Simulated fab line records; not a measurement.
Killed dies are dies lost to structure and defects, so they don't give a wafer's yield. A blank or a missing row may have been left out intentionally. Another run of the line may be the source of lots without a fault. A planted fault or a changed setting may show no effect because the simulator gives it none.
fab line records	flow gf180mcu
record: lots: 14	wafers: 42	last-day: 34
route steps=602 shown V5@543 TOP_METAL@568
lots untouched by any fault: they come from a run of this same line in which no faults occurred
start-h: the number of hours between the record's first day and the start of the first shown wafer of the lot	wait-h: how many hours have passed since the lot's step before this one	" repeats the value in the row above	L1.1+2: several wafers, shown together as one row	- no value present, or no start provided	* or withheld: withheld	< > ~ a bound
route shown NAME@n: names a module that has steps shown in the file, with the first one's number in the route	usual: mean and standard deviation over wafers with no fault	same: alike in all rows	chamber/n: place in a boat	sites: the reading at each site	_std_site: how widely they spread, as a standard deviation	_edge_site: mean of outer sites minus mean of inner sites	radius-mm: how far each site lies from the wafer's centre	mask NAME#n: copy n	behind: the most recent tool/chamber to have shaped the wafer	hold: why the lot was held/for how many hours/how that ended	device: transistor that didn't switch, given as n, p or np	end of line: the same wafers' tests at the end of the route	step lacking rows: just its recipe	killed: the dies lost at the first sort to structure and to defects; this is not the yield of the wafer	map: shows each die of a wafer: x if killed, . if not, _ if none is there
set.NAME: the run value of the setting; set.NAME@STEP: its run value at that earlier step	model.NAME: the simulator's own value behind a step, which no gauge read
a sample of lots followed through the steps of the route, with each step as a table and each wafer as a row
services: when a tool's chamber went out of use (start-h, in hours from the record's first day, below 0 if earlier), for how many hours, and the reason
== steps ==
step: GF_V5_THK_MEAS_03
recipe: reads: SiO2_of_V5_CVD_02
usual: V5_CVD_02_THK: 1450/23
lot.wafer	tool	chamber	start-h	wait-h	V5_CVD_02_THK[nm]
L906.3	film-metro-02	-	616.87	0.1	1446
L906.4	"	-	"	"	1472
L906.5	"	-	"	"	1468
L908.3	film-metro-01	-	638.30	0.1	1458
L908.4	"	-	"	"	1458
L908.6	"	-	"	"	1475
L907.2	film-metro-01	-	638.71	0.1	1449
L907.4	"	-	"	"	1435
L907.5	"	-	"	"	1457
L909.3	film-metro-02	-	640.05	0.1	1468
L909.5	"	-	"	"	1472
L909.6	"	-	"	"	1482
L910.3	film-metro-03	-	654.75	0.1	1454
L910.5	"	-	"	"	1472
L910.6	"	-	"	"	1472
L912.2	film-metro-02	-	665.93	0.1	1434
L912.3	"	-	"	"	1447
L912.6	"	-	"	"	1473
L913.3	film-metro-02	-	670.29	0.1	1423
L913.4	"	-	"	"	1474
L913.6	"	-	"	"	1457
L919.1	film-metro-02	-	711.58	0.1	1420
L919.2	"	-	"	"	1409
L919.3	"	-	"	"	1427
L921.3	film-metro-01	-	722.16	0.1	1465
L921.4	"	-	"	"	1492
L921.5	"	-	"	"	1470
L922.1	film-metro-01	-	727.36	0.1	1457
L922.2	"	-	"	"	1466
L922.4	"	-	"	"	1478
L923.2	film-metro-02	-	739.88	0.1	1448
L923.4	"	-	"	"	1476
L923.6	"	-	"	"	1475
L924.1	film-metro-02	-	742.59	0.1	1433
L924.4	"	-	"	"	1475
L924.5	"	-	"	"	1470
L926.2	film-metro-02	-	756.24	0.1	1423
L926.4	"	-	"	"	1447
L926.5	"	-	"	"	1446
L928.1	film-metro-03	-	764.65	0.1	1406
L928.3	"	-	"	"	1426
L928.4	"	-	"	"	1440
step: GF_V5_BOW_MEAS_05
recipe: mode: bow
usual: V5_BOW: 134/9.3
lot.wafer	tool	chamber	start-h	wait-h	V5_BOW[um]
L906.3	film-metro-03	-	617.25	0.2	147
L906.4	"	-	"	"	142
L906.5	"	-	"	"	143
L908.3	film-metro-02	-	638.91	0.2	132
L908.4	"	-	"	"	143
L908.6	"	-	"	"	137
L907.2	film-metro-02	-	639.21	0.2	140
L907.4	"	-	"	"	131
L907.5	"	-	"	"	146
L909.3	film-metro-02	-	640.43	0.1	113
L909.5	"	-	"	"	125
L909.6	"	-	"	"	120
L910.3	film-metro-02	-	655.13	0.2	119
L910.5	"	-	"	"	128
L910.6	"	-	"	"	131
L912.2	film-metro-03	-	666.30	0.2	133
L912.3	"	-	"	"	130
L912.6	"	-	"	"	145
L913.3	film-metro-02	-	670.67	0.2	128
L913.4	"	-	"	"	126
L913.6	"	-	"	"	133
L919.1	film-metro-01	-	711.94	0.1	132
L919.2	"	-	"	"	125
L919.3	"	-	"	"	128
L921.3	film-metro-02	-	722.54	0.3	152
L921.4	"	-	"	"	142
L921.5	"	-	"	"	134
L922.1	film-metro-02	-	727.72	0.1	146
L922.2	"	-	"	"	146
L922.4	"	-	"	"	138
L923.2	film-metro-03	-	740.31	0.2	130
L923.4	"	-	"	"	130
L923.6	"	-	"	"	130
L924.1	film-metro-03	-	743.01	0.2	123
L924.4	"	-	"	"	122
L924.5	"	-	"	"	131
L926.2	film-metro-03	-	756.77	0.2	131
L926.4	"	-	"	"	133
L926.5	"	-	"	"	125
L928.1	film-metro-03	-	765.01	0.1	140
L928.3	"	-	"	"	137
L928.4	"	-	"	"	128
step: GF_V5_STRIP_18
recipe: chemistry: O2/N2	power-w: 1400	pressure-mtorr: 1500	platen-temp-c: 250	o2-flow-sccm: 3000	n2-flow-sccm: 300	overash-fraction: 0.5
usual: drypump-motor-current-A: 5.6/0.43	heater-power-w: 344/23	oes-product-au: 0.568/0.0048
lot.wafer	tool	chamber	start-h	wait-h	drypump-motor-current-A	heater-power-w	oes-product-au	rf-hours-counter-h
L906.3	plasma-asher-04	0	637.84	-	4.8	341	0.574	-
L906.4	"	1	"	"	5.7	385	0.566	-
L906.5	"	0	"	"	4.8	324	0.565	-
L908.3	plasma-asher-04	0	658.54	-	4.8	344	0.569	-
L908.4	"	1	"	"	5.7	389	0.567	-
L908.6	"	0	"	"	4.8	334	0.573	-
L907.2	plasma-asher-03	1	659.21	-	5.9	351	0.572	55
L907.4	"	0	"	"	5.8	345	0.578	-
L907.5	"	1	"	"	5.9	337	0.571	-
L909.3	plasma-asher-01	0	660.54	-	5.3	322	0.572	-
L909.5	"	0	"	"	5.3	313	0.562	-
L909.6	"	1	"	"	6.1	343	0.574	-
L910.3	plasma-asher-03	0	675.31	-	5.8	347	0.565	-
L910.5	"	0	"	"	5.8	332	0.574	-
L910.6	"	1	"	"	5.9	350	0.566	-
L912.2	plasma-asher-04	1	685.37	-	5.7	398	0.570	93
L912.3	"	1	"	"	5.7	398	0.578	-
L912.6	"	1	"	"	5.7	390	0.571	-
L913.3	plasma-asher-03	1	690.19	-	5.9	339	0.572	-
L913.4	"	0	"	"	5.8	347	0.564	-
L913.6	"	0	"	"	5.8	345	0.560	-
L919.1	plasma-asher-01	1	729.61	-	6.1	339	0.570	107
L919.2	"	0	"	"	5.3	322	0.568	107
L919.3	"	1	"	"	6.1	348	0.573	-
L921.3	plasma-asher-03	0	740.46	-	5.8	349	0.575	-
L921.4	"	1	"	"	5.9	344	0.568	-
L921.5	"	0	"	"	5.8	340	0.570	-
L922.1	plasma-asher-01	0	745.56	-	5.3	309	0.572	0
L922.2	"	1	"	"	6.1	339	0.567	0
L922.4	"	0	"	"	5.3	321	0.562	-
L923.2	plasma-asher-04	0	756.83	-	4.8	325	0.565	100
L923.4	"	1	"	"	5.7	393	0.565	-
L923.6	"	0	"	"	4.8	331	0.566	-
L924.1	plasma-asher-03	0	760.53	-	5.8	343	0.565	66
L924.4	"	1	"	"	5.9	346	0.569	-
L924.5	"	0	"	"	5.8	338	0.564	-
L926.2	plasma-asher-01	0	773.16	-	5.3	310	0.565	3
L926.4	"	1	"	"	6.1	345	0.575	-
L926.5	"	1	"	"	6.1	347	0.565	-
L928.1	plasma-asher-01	0	781.26	-	5.3	317	0.568	4
L928.3	"	1	"	"	6.1	353	0.570	-
L928.4	"	0	"	"	5.3	303	0.577	-
step: GF_TOP_METAL_SPUTTER_01
recipe: material: TiN	target-thk-nm: 30	power-w: 6500	time-s: 25	chamber-pressure-pa: 0.4
usual: cathode-dc-power-W: 6500.1/1.2	chamber-pressure-pa: 0.4000/0.00088	throttle-valve-pct: 30.0/1.2
lot.wafer	tool	chamber	start-h	wait-h	cathode-dc-power-W	chamber-pressure-pa	throttle-valve-pct
L906.3	pvd-sputter-01	-	639.57	0.1	6500.9	0.3992	29.7
L906.4	"	-	"	"	6501.0	0.3991	30.0
L906.5	"	-	"	"	6500.8	0.4003	30.2
L908.3	pvd-sputter-02	-	659.83	0.1	6498.3	0.3991	27.8
L908.4	"	-	"	"	6501.5	0.3996	29.0
L908.6	"	-	"	"	6498.9	0.4005	27.7
L907.2	pvd-sputter-04	-	660.54	0.1	6496.5	0.3996	30.0
L907.4	"	-	"	"	6500.4	0.3996	31.6
L907.5	"	-	"	"	6499.4	0.4004	30.6
L909.3	pvd-sputter-01	-	661.90	0.1	6500.4	0.3996	29.6
L909.5	"	-	"	"	6501.1	0.4006	29.9
L909.6	"	-	"	"	6499.4	0.4003	30.0
L910.3	pvd-sputter-02	-	676.64	0.1	6499.7	0.4015	29.5
L910.5	"	-	"	"	6500.3	0.3990	29.0
L910.6	"	-	"	"	6501.2	0.4005	29.8
L912.2	pvd-sputter-04	-	686.69	0.1	-	-	-
L912.3	"	-	"	"	-	-	-
L912.6	"	-	"	"	-	-	-
L913.3	pvd-sputter-04	-	691.49	0.1	-	-	-
L913.4	"	-	"	"	-	-	-
L913.6	"	-	"	"	-	-	-
L919.1	pvd-sputter-04	-	730.96	0.1	6501.7	0.3995	28.1
L919.2	"	-	"	"	6500.4	0.4007	31.6
L919.3	"	-	"	"	6500.0	0.4000	30.5
L921.3	pvd-sputter-04	-	741.86	0.1	6498.2	0.4002	30.5
L921.4	"	-	"	"	6499.7	0.4014	30.4
L921.5	"	-	"	"	6502.7	0.4007	31.3
L922.1	pvd-sputter-01	-	747.09	0.1	6500.9	0.3994	30.2
L922.2	"	-	"	"	6500.2	0.4004	29.1
L922.4	"	-	"	"	6497.9	0.3994	28.7
L923.2	pvd-sputter-01	-	758.15	0.1	6502.0	0.3993	30.9
L923.4	"	-	"	"	6498.4	0.3988	29.8
L923.6	"	-	"	"	6499.2	0.3997	30.9
L924.1	pvd-sputter-04	-	761.85	0.1	6499.3	0.3994	29.8
L924.4	"	-	"	"	6498.9	0.3988	30.2
L924.5	"	-	"	"	6501.1	0.4014	31.8
L926.2	pvd-sputter-04	-	774.91	0.1	6500.5	0.4010	31.9
L926.4	"	-	"	"	6497.9	0.4001	28.5
L926.5	"	-	"	"	6500.0	0.4000	28.2
L928.1	pvd-sputter-04	-	782.65	0.1	6500.9	0.3993	29.9
L928.3	"	-	"	"	6499.7	0.3984	30.4
L928.4	"	-	"	"	6502.1	0.3992	28.4
step: GF_TOP_METAL_METAL_ETCH_16
recipe: chemistry: Cl2/BCl3	mask-material: NOVOLAK	target-depth-nm: 1077.5	stop-on: SiO2	pressure-mtorr: 8	icp-w: 800	bias-w: 140	Cl2_flow_sccm: 80	bcl3-flow-sccm: 40	time-s: 179.6
usual: drypump-motor-current-A: 5.68/0.2	oes-product-au: 0.968/0.0068	throttle-valve-pct: 28.255/0.011
lot.wafer	tool	chamber	start-h	wait-h	drypump-motor-current-A	oes-product-au	rf-hours-counter-h	throttle-valve-pct
L906.3	rie-metal-01	1	659.53	0.1	5.63	0.964	-	28.263
L906.4	"	0	"	"	5.99	0.964	-	28.270
L906.5	"	0	"	"	5.96	0.968	-	28.270
L908.3	rie-metal-01	0	679.68	0.1	5.92	0.970	-	28.253
L908.4	"	1	"	"	5.64	0.974	-	28.235
L908.6	"	0	"	"	5.95	0.963	-	28.263
L907.2	rie-metal-04	1	680.24	0.0	5.32	0.959	5.9	28.250
L907.4	"	0	"	"	5.71	0.965	-	28.270
L907.5	"	1	"	"	5.28	0.957	-	28.260
L909.3	rie-metal-04	0	681.60	0.1	5.74	0.959	-	28.271
L909.5	"	1	"	"	5.37	0.968	-	28.256
L909.6	"	0	"	"	5.74	0.970	-	28.243
L910.3	rie-metal-04	0	695.82	0.1	5.70	0.967	-	28.251
L910.5	"	0	"	"	5.70	0.977	-	28.266
L910.6	"	1	"	"	5.34	0.965	-	28.252
L912.2	rie-metal-02	1	706.28	0.0	5.63	0.959	6.6	28.273
L912.3	"	1	"	"	5.64	0.952	-	28.288
L912.6	"	1	"	"	5.64	0.965	-	28.277
L913.3	rie-metal-02	1	710.55	0.1	5.64	0.941	-	28.277
L913.4	"	0	"	"	5.81	0.938	-	28.296
L913.6	"	0	"	"	5.80	0.943	-	28.297
L919.1	rie-metal-01	0	747.36	0.0	5.94	0.975	11.0	28.267
L919.2	"	0	"	"	5.96	0.967	-	28.243
L919.3	"	0	"	"	5.99	0.978	-	28.245
L921.3	rie-metal-04	1	759.07	0.1	5.36	0.972	-	28.247
L921.4	"	1	"	"	5.33	0.974	-	28.243
L921.5	"	1	"	"	5.32	0.956	-	28.259
L922.1	rie-metal-02	0	763.42	0.0	5.78	0.973	10.4	28.238
L922.2	"	1	"	"	5.64	0.984	9.2	28.251
L922.4	"	0	"	"	5.80	0.980	-	28.247
L923.2	rie-metal-04	1	774.54	0.0	5.27	0.964	10.9	28.265
L923.4	"	1	"	"	5.30	0.977	-	28.252
L923.6	"	0	"	"	5.72	0.973	-	28.259
L924.1	rie-metal-02	1	777.87	0.0	5.62	0.969	9.9	28.264
L924.4	"	0	"	"	5.80	0.966	-	28.268
L924.5	"	1	"	"	5.61	0.972	-	28.265
L926.2	rie-metal-01	1	790.06	0.0	5.65	0.963	1.5	28.262
L926.4	"	0	"	"	5.99	0.985	-	28.246
L926.5	"	0	"	"	5.98	0.971	-	28.235
L928.1	rie-metal-01	0	798.31	0.0	5.96	0.971	14.2	28.248
L928.3	"	0	"	"	5.93	0.972	-	28.247
L928.4	"	1	"	"	5.62	0.978	-	28.240
== services ==
tool	chamber	start-h	hours	kind
plasma-asher-03	-	618.77	1.7	repair
plasma-asher-01	-	634.23	0.8	repair
rie-metal-02	0	636.72	1.1	repair
rie-metal-04	-	645.60	10.3	repair
pvd-sputter-01	-	650.97	0.6	repair
pvd-sputter-01	3	656.20	-	consumable-replace:kit
pvd-sputter-01	3	656.20	18.0	scheduled-down
pvd-sputter-04	1	726.34	-	consumable-replace:kit
pvd-sputter-04	1	726.34	18.0	scheduled-down
pvd-sputter-04	1	726.34	18.0	vent-cycle
plasma-asher-03	-	731.96	2.8	pm
plasma-asher-01	-	733.75	9.0	pm
plasma-asher-01	0	733.75	9.0	vent-cycle
plasma-asher-01	1	733.75	9.0	vent-cycle
pvd-sputter-02	-	737.25	0.8	repair
rie-metal-01	1	741.96	-	clean
rie-metal-01	1	741.96	17.3	scheduled-down
rie-metal-01	1	741.96	17.3	vent-cycle
plasma-asher-01	0	742.75	-	clean
plasma-asher-01	1	742.75	-	clean
rie-metal-04	0	744.08	18.9	repair
pvd-sputter-04	-	748.01	3.7	repair
rie-metal-04	1	762.40	3.3	repair
pvd-sputter-02	-	769.98	22.8	repair
== key ==
first-sign: step: GF_TOP_METAL_SPUTTER_01	reading: tool-record	direction: missing
effect: step: GF_TOP_METAL_METAL_ETCH_16	reading: oes-product-au	direction: down	sigmas: 2.7	usual: 0.968	struck: 0.950
met-at GF_TOP_METAL_SPUTTER_01
struck-lots L912,L913
later-rows-left-out L912.2,L912.3,L912.6,L913.3,L913.4,L913.6
sort-left-out L912.2,L912.3,L912.6,L913.3,L913.4,L913.6
not-acting-at GF_V5_THK_MEAS_03,GF_V5_BOW_MEAS_05,GF_V5_STRIP_18
onset-between 660.54 686.69
fault: kind: skipped-step-whole	tool: pvd-sputter-04	chamber: -	onset-h: 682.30	steps: GF_TOP_METAL_SPUTTER_01	scope: struck-lots-only
sort-left-out: the simulated sort isn't trusted on such a fault, so these wafers' sort isn't shown, and their yield isn't known
later-rows-left-out: the simulator's readings of these wafers behind a module that went badly wrong aren't trusted and aren't shown, but for the sort
